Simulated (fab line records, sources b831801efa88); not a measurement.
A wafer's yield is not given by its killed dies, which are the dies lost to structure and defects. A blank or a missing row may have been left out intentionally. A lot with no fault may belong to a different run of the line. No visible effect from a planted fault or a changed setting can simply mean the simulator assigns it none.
Chamber matching	flow sky130	SKY_VIA1_ETCH_15 on rieDiel-04 has 4 sister chambers
The step etches SiO2 in C4F8/O2/Ar, stops on TiN, target depth 351 nm, time 54 s. 7 wafers are shown with their chamber, then 8 later ones without.

## EACH WAFER AND ITS CHAMBER
wafer	chamber	biasW (W)	oesProductAu (a.u.)
L074.4	1	1196	0.981
L077.4	0	1196	0.976
L082.5	0	1200	0.977
L081.1	3	1202	0.976
L081.5	3	1197	0.974
L081.6	2	1209	0.973
L087.4	2	1204	0.978

## WAFERS WHOSE CHAMBER IS MISSING
wafer	biasW (W)	oesProductAu (a.u.)
L087.5	1193	0.979
L087.6	1200	0.970
L090.2	1195	0.978
L090.4	1196	0.984
L090.5	1196	0.985
L095.1	1200	0.976
L095.3	1212	0.974
L095.5	1202	0.979

## EACH ONE'S CHAMBER
wafer	from the rows above	in truth
L087.5	can't be placed: 1 or 0 or 3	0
L087.6	can't be placed: 3 or 0 or 2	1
L090.2	can't be placed: 0 or 1 or 3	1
L090.4	1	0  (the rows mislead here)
L090.5	1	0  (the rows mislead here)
L095.1	can't be placed: 3 or 0 or 2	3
L095.3	2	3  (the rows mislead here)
L095.5	can't be placed: 0 or 3 or 1 or 2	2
Correctly placed: 0 of 8. Can't be placed from these rows: 5 (the true chamber is among the candidates in 4). 3 placed wrongly.
How it was worked out, from the rows above alone: a wafer's distance from a chamber is the root of the sum, over the readings, of the square of ((its reading less the chamber's mean) divided by the reading's scatter). The wafer belongs to the nearest chamber; if the next one is less than 2 further off, it can't be placed. A chamber's mean is the mean of its shown wafers. The scatter is the square root of a quotient: the sum, over the shown wafers, of each reading's squared deviation from its chamber's mean, divided by wafers minus chambers.
